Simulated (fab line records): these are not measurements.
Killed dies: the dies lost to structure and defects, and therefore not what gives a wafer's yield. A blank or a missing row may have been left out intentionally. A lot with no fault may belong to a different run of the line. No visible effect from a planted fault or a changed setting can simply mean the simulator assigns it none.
fab line records || flow sky130
[record] {"lots": 5, "wafers": 15, "lastDay": 50}
route steps=708 shown FIELD_ISO@10
lots that met no fault: from a run of the same line without faults
startH: the number of hours between the record's first day and the start of the first shown wafer of the lot || waitH: time in hours since the lot's previous step || " repeats the value in the row above || L1.1+2: one row covering several wafers at once || - no value, or no start given || * or withheld: withheld || < > ~ a bound
route shown NAME@n: NAME is a module with steps in the file, n the number in the route of the first one || usual: mean and standard deviation over wafers with no fault || same: alike in all rows || chamber/n: place in a boat || sites: each site's reading || _std_site: standard deviation of those values || _edge_site: inner sites' mean taken away from outer sites' mean || radiusMm: how far each site lies from the wafer's centre || mask NAME#n: copy n || behind: the last tool/chamber to shape the wafer || hold: what put the lot on hold/how long, in hours/how the hold closed || device: the transistor (n, p or np) that didn't switch || end of line: tests run on the same wafers once the route is complete || where a step has no rows: the recipe by itself || killed: count of dies lost to structure and defects at first sort (not the wafer's yield) || map: shows each die of a wafer: x if killed, . if not, _ if none is there
set.NAME: the setting as run; set.NAME@STEP: as run at that earlier step || model.NAME: the simulator's own value behind a step, which no gauge read
certain route steps with their lots: each step a table, each wafer a row
services: a tool's chamber out of use, with start hour (startH, from the record's first day; less than 0 if before it), hours out, and reason
[[steps]]
[step SKY_FIELD_ISO_SOFTBAKE_09]
[recipe] {"tempC": 100, "timeS": 90, "resist": "KrF-thick"}
{"lot.wafer": "L077.1+3+6", "tool": "lithoTrack-04", "chamber": 0, "startH": "-", "waitH": "-"}
{"lot.wafer": "L088.1+3+6", "tool": "lithoTrack-04", "chamber": 0, "startH": "-", "waitH": "-"}
{"lot.wafer": "L091.1+4+5", "tool": "lithoTrack-02", "chamber": 0, "startH": "-", "waitH": "-"}
{"lot.wafer": "L092.3+4+5", "tool": "lithoTrack-01", "chamber": 0, "startH": "-", "waitH": "-"}
{"lot.wafer": "L096.1+3+5", "tool": "lithoTrack-04", "chamber": 0, "startH": "-", "waitH": "-"}
[step SKY_FIELD_ISO_EXPOSE_10]
[recipe] {"maskId": "FOM", "na": 0.68, "sourceShape": "annular", "sigmaInner": 0.4, "sigmaOuter": 0.8, "targetCdNm": 150, "doseMj": 28}
[usual] {"reticleTempC": "23.00/0.11"}
{"lot.wafer": "L077.1", "tool": "krfScanner-02", "chamber": 0, "startH": "-", "waitH": "-", "mask": "FOM#0", "reticleTempC": 23.14}
{"lot.wafer": "L077.3", "tool": "krfScanner-02", "chamber": 0, "startH": "-", "waitH": "-", "mask": "FOM#0", "reticleTempC": 23.10}
{"lot.wafer": "L077.6", "tool": "krfScanner-02", "chamber": 0, "startH": "-", "waitH": "-", "mask": "FOM#0", "reticleTempC": 22.92}
{"lot.wafer": "L088.1", "tool": "krfScanner-01", "chamber": 0, "startH": "-", "waitH": "-", "mask": "FOM#0", "reticleTempC": 22.91}
{"lot.wafer": "L088.3", "tool": "krfScanner-01", "chamber": 0, "startH": "-", "waitH": "-", "mask": "FOM#0", "reticleTempC": 22.92}
{"lot.wafer": "L088.6", "tool": "krfScanner-01", "chamber": 0, "startH": "-", "waitH": "-", "mask": "FOM#0", "reticleTempC": 22.97}
{"lot.wafer": "L091.1", "tool": "krfScanner-01", "chamber": 0, "startH": "-", "waitH": "-", "mask": "FOM#0", "reticleTempC": 23.07}
{"lot.wafer": "L091.4", "tool": "krfScanner-01", "chamber": 0, "startH": "-", "waitH": "-", "mask": "FOM#0", "reticleTempC": 23.09}
{"lot.wafer": "L091.5", "tool": "krfScanner-01", "chamber": 0, "startH": "-", "waitH": "-", "mask": "FOM#0", "reticleTempC": 23.02}
{"lot.wafer": "L092.3", "tool": "krfScanner-01", "chamber": 0, "startH": "-", "waitH": "-", "mask": "FOM#0", "reticleTempC": 23.03}
{"lot.wafer": "L092.4", "tool": "krfScanner-01", "chamber": 0, "startH": "-", "waitH": "-", "mask": "FOM#0", "reticleTempC": 23.08}
{"lot.wafer": "L092.5", "tool": "krfScanner-01", "chamber": 0, "startH": "-", "waitH": "-", "mask": "FOM#0", "reticleTempC": 22.98}
{"lot.wafer": "L096.1", "tool": "krfScanner-01", "chamber": 0, "startH": "-", "waitH": "-", "mask": "FOM#0", "reticleTempC": 23.06}
{"lot.wafer": "L096.3", "tool": "krfScanner-01", "chamber": 0, "startH": "-", "waitH": "-", "mask": "FOM#0", "reticleTempC": 23.02}
{"lot.wafer": "L096.5", "tool": "krfScanner-01", "chamber": 0, "startH": "-", "waitH": "-", "mask": "FOM#0", "reticleTempC": 22.99}
[step SKY_FIELD_ISO_PEB_11]
[recipe] {"pebTempC": "withheld", "pebTimeS": "withheld", "resist": "KrF-thick"}
{"lot.wafer": "L077.1+3+6", "tool": "lithoTrack-02", "chamber": 0, "startH": "-", "waitH": "-"}
{"lot.wafer": "L088.1+3+6", "tool": "lithoTrack-01", "chamber": 0, "startH": "-", "waitH": "-"}
{"lot.wafer": "L091.1+4+5", "tool": "lithoTrack-04", "chamber": 0, "startH": "-", "waitH": "-"}
{"lot.wafer": "L092.3+4+5", "tool": "lithoTrack-02", "chamber": 0, "startH": "-", "waitH": "-"}
{"lot.wafer": "L096.1+3+5", "tool": "lithoTrack-01", "chamber": 0, "startH": "-", "waitH": "-"}
[step SKY_FIELD_ISO_DEVELOP_12]
[recipe] {"developTimeS": 60, "resist": "KrF-thick", "devTempC": 21}
{"lot.wafer": "L077.1+3+6", "tool": "lithoTrack-02", "chamber": 0, "startH": "-", "waitH": "-"}
{"lot.wafer": "L088.1+3+6", "tool": "lithoTrack-01", "chamber": 0, "startH": "-", "waitH": "-"}
{"lot.wafer": "L091.1+4+5", "tool": "lithoTrack-04", "chamber": 0, "startH": "-", "waitH": "-"}
{"lot.wafer": "L092.3+4+5", "tool": "lithoTrack-02", "chamber": 0, "startH": "-", "waitH": "-"}
{"lot.wafer": "L096.1+3+5", "tool": "lithoTrack-01", "chamber": 0, "startH": "-", "waitH": "-"}
[step SKY_FIELD_ISO_CD_MEAS_13]
[recipe] {"targetCdNm": 150}
[usual] {"cdNm": "150.1/1.6"}
{"lot.wafer": "L077.1", "tool": "cdSem-01", "chamber": "-", "startH": 43.91, "waitH": "-", "cdNm": 150.2}
{"lot.wafer": "L077.3", "tool": "cdSem-01", "chamber": "-", "startH": 43.91, "waitH": "-", "cdNm": 149.4}
{"lot.wafer": "L077.6", "tool": "cdSem-01", "chamber": "-", "startH": 43.91, "waitH": "-", "cdNm": 150.2}
{"lot.wafer": "L088.1", "tool": "cdSem-02", "chamber": "-", "startH": 106.52, "waitH": "-", "cdNm": 148.1}
{"lot.wafer": "L088.3", "tool": "cdSem-02", "chamber": "-", "startH": 106.52, "waitH": "-", "cdNm": 149.4}
{"lot.wafer": "L088.6", "tool": "cdSem-02", "chamber": "-", "startH": 106.52, "waitH": "-", "cdNm": 148.6}
{"lot.wafer": "L091.1", "tool": "cdSem-01", "chamber": "-", "startH": 118.33, "waitH": "-", "cdNm": 148.2}
{"lot.wafer": "L091.4", "tool": "cdSem-01", "chamber": "-", "startH": 118.33, "waitH": "-", "cdNm": 147.7}
{"lot.wafer": "L091.5", "tool": "cdSem-01", "chamber": "-", "startH": 118.33, "waitH": "-", "cdNm": 147.2}
{"lot.wafer": "L092.3", "tool": "cdSem-01", "chamber": "-", "startH": 123.30, "waitH": "-", "cdNm": 152.5}
{"lot.wafer": "L092.4", "tool": "cdSem-01", "chamber": "-", "startH": 123.30, "waitH": "-", "cdNm": 153.8}
{"lot.wafer": "L092.5", "tool": "cdSem-01", "chamber": "-", "startH": 123.30, "waitH": "-", "cdNm": 154.2}
{"lot.wafer": "L096.1", "tool": "cdSem-02", "chamber": "-", "startH": 145.47, "waitH": "-", "cdNm": 151.9}
{"lot.wafer": "L096.3", "tool": "cdSem-02", "chamber": "-", "startH": 145.47, "waitH": "-", "cdNm": 150.9}
{"lot.wafer": "L096.5", "tool": "cdSem-02", "chamber": "-", "startH": 145.47, "waitH": "-", "cdNm": 150.1}
[step SKY_FIELD_ISO_ETCH_14]
[recipe] {"chemistry": "N2/H2", "target": "BARC", "ionEnergyEv": 200, "sourceW": 500, "biasW": 100, "pressureMtorr": 30, "n2FlowSccm": 100, "h2FlowSccm": 200, "stopOn": "SiO2", "timeS": 45.9, "targetDepthA": 600}
[usual] {"drypumpMotorCurrentA": "5.7/0.47", "oesProductAu": "0.863/0.0048", "throttleValvePct": "13.227/0.0083"}
{"lot.wafer": "L077.1", "tool": "rieDiel-04", "chamber": 0, "startH": 44.03, "waitH": 0.1, "drypumpMotorCurrentA": 6.4, "oesProductAu": 0.864, "rfHoursCounterH": 44, "throttleValvePct": 13.218}
{"lot.wafer": "L077.3", "tool": "rieDiel-04", "chamber": 1, "startH": 44.03, "waitH": 0.1, "drypumpMotorCurrentA": 4.9, "oesProductAu": 0.869, "rfHoursCounterH": 9, "throttleValvePct": 13.228}
{"lot.wafer": "L077.6", "tool": "rieDiel-04", "chamber": 0, "startH": 44.03, "waitH": 0.1, "drypumpMotorCurrentA": 6.5, "oesProductAu": 0.869, "rfHoursCounterH": "-", "throttleValvePct": 13.226}
{"lot.wafer": "L088.1", "tool": "rieDiel-02", "chamber": 2, "startH": 106.64, "waitH": 0.1, "drypumpMotorCurrentA": 5.5, "oesProductAu": 0.858, "rfHoursCounterH": 81, "throttleValvePct": 13.230}
{"lot.wafer": "L088.3", "tool": "rieDiel-02", "chamber": 1, "startH": 106.64, "waitH": 0.1, "drypumpMotorCurrentA": 6.0, "oesProductAu": 0.868, "rfHoursCounterH": 90, "throttleValvePct": 13.223}
{"lot.wafer": "L088.6", "tool": "rieDiel-02", "chamber": 2, "startH": 106.64, "waitH": 0.1, "drypumpMotorCurrentA": 5.5, "oesProductAu": 0.866, "rfHoursCounterH": "-", "throttleValvePct": 13.222}
{"lot.wafer": "L091.1", "tool": "rieDiel-02", "chamber": 3, "startH": 118.45, "waitH": 0.1, "drypumpMotorCurrentA": 5.2, "oesProductAu": 0.858, "rfHoursCounterH": 19, "throttleValvePct": 13.218}
{"lot.wafer": "L091.4", "tool": "rieDiel-02", "chamber": 2, "startH": 118.45, "waitH": 0.1, "drypumpMotorCurrentA": 5.5, "oesProductAu": 0.859, "rfHoursCounterH": 81, "throttleValvePct": 13.224}
{"lot.wafer": "L091.5", "tool": "rieDiel-02", "chamber": 3, "startH": 118.45, "waitH": 0.1, "drypumpMotorCurrentA": 5.2, "oesProductAu": 0.869, "rfHoursCounterH": "-", "throttleValvePct": 13.217}
{"lot.wafer": "L092.3", "tool": "rieDiel-01", "chamber": 2, "startH": 123.38, "waitH": 0.1, "drypumpMotorCurrentA": 6.1, "oesProductAu": 0.856, "rfHoursCounterH": 4, "throttleValvePct": 13.210}
{"lot.wafer": "L092.4", "tool": "rieDiel-01", "chamber": 1, "startH": 123.38, "waitH": 0.1, "drypumpMotorCurrentA": 5.7, "oesProductAu": 0.866, "rfHoursCounterH": 1, "throttleValvePct": 13.212}
{"lot.wafer": "L092.5", "tool": "rieDiel-01", "chamber": 3, "startH": 123.38, "waitH": 0.1, "drypumpMotorCurrentA": 6.0, "oesProductAu": 0.867, "rfHoursCounterH": "-", "throttleValvePct": 13.223}
{"lot.wafer": "L096.1", "tool": "rieDiel-04", "chamber": 0, "startH": 145.59, "waitH": 0.1, "drypumpMotorCurrentA": 6.4, "oesProductAu": 0.864, "rfHoursCounterH": 46, "throttleValvePct": 13.213}
{"lot.wafer": "L096.3", "tool": "rieDiel-04", "chamber": 2, "startH": 145.59, "waitH": 0.1, "drypumpMotorCurrentA": 6.4, "oesProductAu": 0.862, "rfHoursCounterH": 1, "throttleValvePct": 13.216}
{"lot.wafer": "L096.5", "tool": "rieDiel-04", "chamber": 1, "startH": 145.59, "waitH": 0.1, "drypumpMotorCurrentA": 4.9, "oesProductAu": 0.868, "rfHoursCounterH": "-", "throttleValvePct": 13.233}
[step SKY_FIELD_ISO_ETCH_15]
[recipe] {"chemistry": "CHF3/O2", "targetDepthNm": 180, "stopOn": "Si", "sourceW": 600, "biasW": 200, "pressureMtorr": 40, "chf3FlowSccm": 50, "O2_flow_sccm": 5, "timeS": 72}
[usual] {"drypumpMotorCurrentA": "5.7/0.47", "oesProductAu": "0.948/0.0076", "throttleValvePct": "8.844/0.0098"}
{"lot.wafer": "L077.1", "tool": "rieDiel-04", "chamber": 0, "startH": 44.07, "waitH": 0.0, "drypumpMotorCurrentA": 6.4, "oesProductAu": 0.946, "rfHoursCounterH": 44, "throttleValvePct": 8.837}
{"lot.wafer": "L077.3", "tool": "rieDiel-04", "chamber": 1, "startH": 44.07, "waitH": 0.0, "drypumpMotorCurrentA": 4.9, "oesProductAu": 0.949, "rfHoursCounterH": 9, "throttleValvePct": 8.855}
{"lot.wafer": "L077.6", "tool": "rieDiel-04", "chamber": 0, "startH": 44.07, "waitH": 0.0, "drypumpMotorCurrentA": 6.3, "oesProductAu": 0.934, "rfHoursCounterH": "-", "throttleValvePct": 8.835}
{"lot.wafer": "L088.1", "tool": "rieDiel-02", "chamber": 2, "startH": 106.68, "waitH": 0.0, "drypumpMotorCurrentA": 5.5, "oesProductAu": 0.941, "rfHoursCounterH": 81, "throttleValvePct": 8.847}
{"lot.wafer": "L088.3", "tool": "rieDiel-02", "chamber": 1, "startH": 106.68, "waitH": 0.0, "drypumpMotorCurrentA": 5.9, "oesProductAu": 0.950, "rfHoursCounterH": 90, "throttleValvePct": 8.832}
{"lot.wafer": "L088.6", "tool": "rieDiel-02", "chamber": 2, "startH": 106.68, "waitH": 0.0, "drypumpMotorCurrentA": 5.5, "oesProductAu": 0.953, "rfHoursCounterH": "-", "throttleValvePct": 8.848}
{"lot.wafer": "L091.1", "tool": "rieDiel-02", "chamber": 3, "startH": 118.49, "waitH": 0.0, "drypumpMotorCurrentA": 5.1, "oesProductAu": 0.954, "rfHoursCounterH": 19, "throttleValvePct": 8.864}
{"lot.wafer": "L091.4", "tool": "rieDiel-02", "chamber": 2, "startH": 118.49, "waitH": 0.0, "drypumpMotorCurrentA": 5.5, "oesProductAu": 0.948, "rfHoursCounterH": 81, "throttleValvePct": 8.837}
{"lot.wafer": "L091.5", "tool": "rieDiel-02", "chamber": 3, "startH": 118.49, "waitH": 0.0, "drypumpMotorCurrentA": 5.2, "oesProductAu": 0.955, "rfHoursCounterH": "-", "throttleValvePct": 8.845}
{"lot.wafer": "L092.3", "tool": "rieDiel-01", "chamber": 2, "startH": 123.42, "waitH": 0.0, "drypumpMotorCurrentA": 6.1, "oesProductAu": 0.945, "rfHoursCounterH": 4, "throttleValvePct": 8.859}
{"lot.wafer": "L092.4", "tool": "rieDiel-01", "chamber": 1, "startH": 123.42, "waitH": 0.0, "drypumpMotorCurrentA": 5.8, "oesProductAu": 0.940, "rfHoursCounterH": 1, "throttleValvePct": 8.836}
{"lot.wafer": "L092.5", "tool": "rieDiel-01", "chamber": 3, "startH": 123.42, "waitH": 0.0, "drypumpMotorCurrentA": 6.0, "oesProductAu": 0.942, "rfHoursCounterH": "-", "throttleValvePct": 8.834}
{"lot.wafer": "L096.1", "tool": "rieDiel-04", "chamber": 0, "startH": 145.63, "waitH": 0.0, "drypumpMotorCurrentA": 6.3, "oesProductAu": 0.946, "rfHoursCounterH": 46, "throttleValvePct": 8.842}
{"lot.wafer": "L096.3", "tool": "rieDiel-04", "chamber": 2, "startH": 145.63, "waitH": 0.0, "drypumpMotorCurrentA": 6.4, "oesProductAu": 0.938, "rfHoursCounterH": 1, "throttleValvePct": 8.844}
{"lot.wafer": "L096.5", "tool": "rieDiel-04", "chamber": 1, "startH": 145.63, "waitH": 0.0, "drypumpMotorCurrentA": 4.9, "oesProductAu": 0.940, "rfHoursCounterH": "-", "throttleValvePct": 8.827}
[step SKY_FIELD_ISO_STRIP_16]
[recipe] {"chemistry": "O2/N2", "powerW": 1400, "pressureMtorr": 1500, "platenTempC": "withheld", "o2FlowSccm": 3000, "n2FlowSccm": 300, "overashFraction": 0.4779}
[usual] {"drypumpMotorCurrentA": "5.6/0.35", "o2FlowSccm": "2999/9.7", "oesProductAu": "0.379/0.0048", "stripTimeToEndpointS": "3.563/0.028"}
{"lot.wafer": "L077.1", "tool": "plasmaAsher-04", "chamber": 1, "startH": 44.13, "waitH": 0.0, "drypumpMotorCurrentA": 5.7, "o2FlowSccm": 3003, "oesProductAu": 0.382, "rfHoursCounterH": 36, "stripTimeToEndpointS": 3.579}
{"lot.wafer": "L077.3", "tool": "plasmaAsher-04", "chamber": 0, "startH": 44.13, "waitH": 0.0, "drypumpMotorCurrentA": 5.6, "o2FlowSccm": 3018, "oesProductAu": 0.377, "rfHoursCounterH": "-", "stripTimeToEndpointS": 3.560}
{"lot.wafer": "L077.6", "tool": "plasmaAsher-04", "chamber": 1, "startH": 44.13, "waitH": 0.0, "drypumpMotorCurrentA": 5.7, "o2FlowSccm": 2986, "oesProductAu": 0.382, "rfHoursCounterH": "-", "stripTimeToEndpointS": 3.580}
{"lot.wafer": "L088.1", "tool": "plasmaAsher-04", "chamber": 1, "startH": 106.74, "waitH": 0.0, "drypumpMotorCurrentA": 5.7, "o2FlowSccm": 2989, "oesProductAu": 0.374, "rfHoursCounterH": 42, "stripTimeToEndpointS": 3.582}
{"lot.wafer": "L088.3", "tool": "plasmaAsher-04", "chamber": 0, "startH": 106.74, "waitH": 0.0, "drypumpMotorCurrentA": 5.6, "o2FlowSccm": 3007, "oesProductAu": 0.369, "rfHoursCounterH": "-", "stripTimeToEndpointS": 3.606}
{"lot.wafer": "L088.6", "tool": "plasmaAsher-04", "chamber": 0, "startH": 106.74, "waitH": 0.0, "drypumpMotorCurrentA": 5.6, "o2FlowSccm": 3004, "oesProductAu": 0.383, "rfHoursCounterH": "-", "stripTimeToEndpointS": 3.561}
{"lot.wafer": "L091.1", "tool": "plasmaAsher-01", "chamber": 0, "startH": 118.55, "waitH": 0.0, "drypumpMotorCurrentA": 6.0, "o2FlowSccm": 2995, "oesProductAu": 0.380, "rfHoursCounterH": 29, "stripTimeToEndpointS": 3.569}
{"lot.wafer": "L091.4", "tool": "plasmaAsher-01", "chamber": 1, "startH": 118.55, "waitH": 0.0, "drypumpMotorCurrentA": 5.7, "o2FlowSccm": 2994, "oesProductAu": 0.377, "rfHoursCounterH": "-", "stripTimeToEndpointS": 3.559}
{"lot.wafer": "L091.5", "tool": "plasmaAsher-01", "chamber": 1, "startH": 118.55, "waitH": 0.0, "drypumpMotorCurrentA": 5.7, "o2FlowSccm": 3003, "oesProductAu": 0.377, "rfHoursCounterH": "-", "stripTimeToEndpointS": 3.550}
{"lot.wafer": "L092.3", "tool": "plasmaAsher-01", "chamber": 0, "startH": 123.51, "waitH": 0.1, "drypumpMotorCurrentA": 6.0, "o2FlowSccm": 3017, "oesProductAu": 0.381, "rfHoursCounterH": "-", "stripTimeToEndpointS": 3.561}
{"lot.wafer": "L092.4", "tool": "plasmaAsher-01", "chamber": 1, "startH": 123.51, "waitH": 0.1, "drypumpMotorCurrentA": 5.7, "o2FlowSccm": 2987, "oesProductAu": 0.376, "rfHoursCounterH": "-", "stripTimeToEndpointS": 3.566}
{"lot.wafer": "L092.5", "tool": "plasmaAsher-01", "chamber": 1, "startH": 123.51, "waitH": 0.1, "drypumpMotorCurrentA": 5.7, "o2FlowSccm": 2996, "oesProductAu": 0.378, "rfHoursCounterH": "-", "stripTimeToEndpointS": 3.522}
{"lot.wafer": "L096.1", "tool": "plasmaAsher-01", "chamber": 1, "startH": 145.69, "waitH": 0.0, "drypumpMotorCurrentA": 5.7, "o2FlowSccm": 2998, "oesProductAu": 0.376, "rfHoursCounterH": 32, "stripTimeToEndpointS": 3.544}
{"lot.wafer": "L096.3", "tool": "plasmaAsher-01", "chamber": 0, "startH": 145.69, "waitH": 0.0, "drypumpMotorCurrentA": 6.0, "o2FlowSccm": 3000, "oesProductAu": 0.376, "rfHoursCounterH": "-", "stripTimeToEndpointS": 3.548}
{"lot.wafer": "L096.5", "tool": "plasmaAsher-01", "chamber": 0, "startH": 145.69, "waitH": 0.0, "drypumpMotorCurrentA": 6.0, "o2FlowSccm": 2999, "oesProductAu": 0.380, "rfHoursCounterH": "-", "stripTimeToEndpointS": 3.548}
[step SKY_FIELD_ISO_ETCH_17]
[recipe] {"targetDepthA": 3420, "maskMaterial": "Si3N4", "chemistry": "HBr/Cl2/O2", "target": "Si", "taperDeg": 5, "icpW": 600, "biasW": 150, "pressureMtorr": 15, "HBr_flow_sccm": 150, "Cl2_flow_sccm": 40, "O2_flow_sccm": 6, "timeS": 97.7}
[usual] {"drypumpMotorCurrentA": "5.7/0.39", "oesProductAu": "1.008/0.0091", "throttleValvePct": "25.651/0.01"}
{"lot.wafer": "L077.1", "tool": "rieSi-02", "chamber": 2, "startH": 44.23, "waitH": 0.1, "drypumpMotorCurrentA": 5.7, "oesProductAu": 1.005, "rfHoursCounterH": 93, "throttleValvePct": 25.663}
{"lot.wafer": "L077.3", "tool": "rieSi-02", "chamber": 3, "startH": 44.23, "waitH": 0.1, "drypumpMotorCurrentA": 5.6, "oesProductAu": 0.999, "rfHoursCounterH": 126, "throttleValvePct": 25.658}
{"lot.wafer": "L077.6", "tool": "rieSi-02", "chamber": 1, "startH": 44.23, "waitH": 0.1, "drypumpMotorCurrentA": 5.5, "oesProductAu": 0.998, "rfHoursCounterH": "-", "throttleValvePct": 25.639}
{"lot.wafer": "L088.1", "tool": "rieSi-01", "chamber": 3, "startH": 106.84, "waitH": 0.1, "drypumpMotorCurrentA": 5.4, "oesProductAu": 1.002, "rfHoursCounterH": 134, "throttleValvePct": 25.663}
{"lot.wafer": "L088.3", "tool": "rieSi-01", "chamber": 2, "startH": 106.84, "waitH": 0.1, "drypumpMotorCurrentA": 6.1, "oesProductAu": 1.023, "rfHoursCounterH": 0, "throttleValvePct": 25.632}
{"lot.wafer": "L088.6", "tool": "rieSi-01", "chamber": 0, "startH": 106.84, "waitH": 0.1, "drypumpMotorCurrentA": 5.6, "oesProductAu": 0.998, "rfHoursCounterH": "-", "throttleValvePct": 25.646}
{"lot.wafer": "L091.1", "tool": "rieSi-01", "chamber": 1, "startH": 118.65, "waitH": 0.1, "drypumpMotorCurrentA": 6.6, "oesProductAu": 1.001, "rfHoursCounterH": 0, "throttleValvePct": 25.660}
{"lot.wafer": "L091.4", "tool": "rieSi-01", "chamber": 1, "startH": 118.65, "waitH": 0.1, "drypumpMotorCurrentA": 6.6, "oesProductAu": 1.009, "rfHoursCounterH": "-", "throttleValvePct": 25.652}
{"lot.wafer": "L091.5", "tool": "rieSi-01", "chamber": 0, "startH": 118.65, "waitH": 0.1, "drypumpMotorCurrentA": 5.6, "oesProductAu": 1.003, "rfHoursCounterH": "-", "throttleValvePct": 25.669}
{"lot.wafer": "L092.3", "tool": "rieSi-02", "chamber": 1, "startH": 123.57, "waitH": 0.0, "drypumpMotorCurrentA": 5.5, "oesProductAu": 0.999, "rfHoursCounterH": 0, "throttleValvePct": 25.656}
{"lot.wafer": "L092.4", "tool": "rieSi-02", "chamber": 3, "startH": 123.57, "waitH": 0.0, "drypumpMotorCurrentA": 5.6, "oesProductAu": 1.003, "rfHoursCounterH": 127, "throttleValvePct": 25.645}
{"lot.wafer": "L092.5", "tool": "rieSi-02", "chamber": 0, "startH": 123.57, "waitH": 0.0, "drypumpMotorCurrentA": 5.2, "oesProductAu": 1.026, "rfHoursCounterH": "-", "throttleValvePct": 25.654}
{"lot.wafer": "L096.1", "tool": "rieSi-02", "chamber": 1, "startH": 145.79, "waitH": 0.1, "drypumpMotorCurrentA": 5.6, "oesProductAu": 1.005, "rfHoursCounterH": 1, "throttleValvePct": 25.654}
{"lot.wafer": "L096.3", "tool": "rieSi-02", "chamber": 0, "startH": 145.79, "waitH": 0.1, "drypumpMotorCurrentA": 5.2, "oesProductAu": 1.016, "rfHoursCounterH": 1, "throttleValvePct": 25.638}
{"lot.wafer": "L096.5", "tool": "rieSi-02", "chamber": 1, "startH": 145.79, "waitH": 0.1, "drypumpMotorCurrentA": 5.6, "oesProductAu": 1.011, "rfHoursCounterH": "-", "throttleValvePct": 25.670}
[[services]]
{"tool": "krfScanner-02", "chamber": "-", "startH": 16.38, "hours": 1.3, "kind": "pm"}
{"tool": "rieDiel-01", "chamber": "-", "startH": 18.92, "hours": 2.8, "kind": "pm"}
{"tool": "plasmaAsher-01", "chamber": "-", "startH": 20.22, "hours": 2.8, "kind": "pm"}
{"tool": "plasmaAsher-01", "chamber": "-", "startH": 24.70, "hours": 0.9, "kind": "repair"}
{"tool": "rieSi-02", "chamber": 0, "startH": 28.36, "hours": "-", "kind": "clean"}
{"tool": "rieSi-02", "chamber": 0, "startH": 28.36, "hours": 16.1, "kind": "scheduledDown"}
{"tool": "rieSi-02", "chamber": 0, "startH": 28.36, "hours": 16.1, "kind": "ventCycle"}
{"tool": "rieSi-01", "chamber": 0, "startH": 34.34, "hours": 7.6, "kind": "repair"}
{"tool": "rieDiel-04", "chamber": 2, "startH": 47.14, "hours": "-", "kind": "clean"}
{"tool": "rieDiel-04", "chamber": 2, "startH": 47.14, "hours": 25.3, "kind": "scheduledDown"}
{"tool": "rieDiel-04", "chamber": 2, "startH": 47.14, "hours": 25.3, "kind": "ventCycle"}
{"tool": "rieSi-02", "chamber": 1, "startH": 50.39, "hours": "-", "kind": "clean"}
{"tool": "rieSi-02", "chamber": 1, "startH": 50.39, "hours": 18.8, "kind": "scheduledDown"}
{"tool": "rieSi-02", "chamber": 1, "startH": 50.39, "hours": 18.8, "kind": "ventCycle"}
{"tool": "rieSi-01", "chamber": 2, "startH": 61.84, "hours": "-", "kind": "clean"}
{"tool": "krfScanner-02", "chamber": "-", "startH": 63.37, "hours": 0.8, "kind": "pm"}
{"tool": "krfScanner-01", "chamber": "-", "startH": 75.25, "hours": 0.8, "kind": "pm"}
{"tool": "krfScanner-01", "chamber": "-", "startH": 82.86, "hours": 0.9, "kind": "repair"}
{"tool": "krfScanner-01", "chamber": "-", "startH": 87.38, "hours": 1.3, "kind": "pm"}
{"tool": "rieSi-01", "chamber": "-", "startH": 104.63, "hours": 0.3, "kind": "repair"}
{"tool": "rieDiel-04", "chamber": 3, "startH": 108.65, "hours": 10.9, "kind": "repair"}
{"tool": "rieSi-01", "chamber": 3, "startH": 115.20, "hours": 5.1, "kind": "repair"}
{"tool": "rieDiel-04", "chamber": 3, "startH": 127.13, "hours": 4.7, "kind": "repair"}
{"tool": "krfScanner-02", "chamber": "-", "startH": 134.23, "hours": 0.2, "kind": "repair"}
[[key]]
fault none
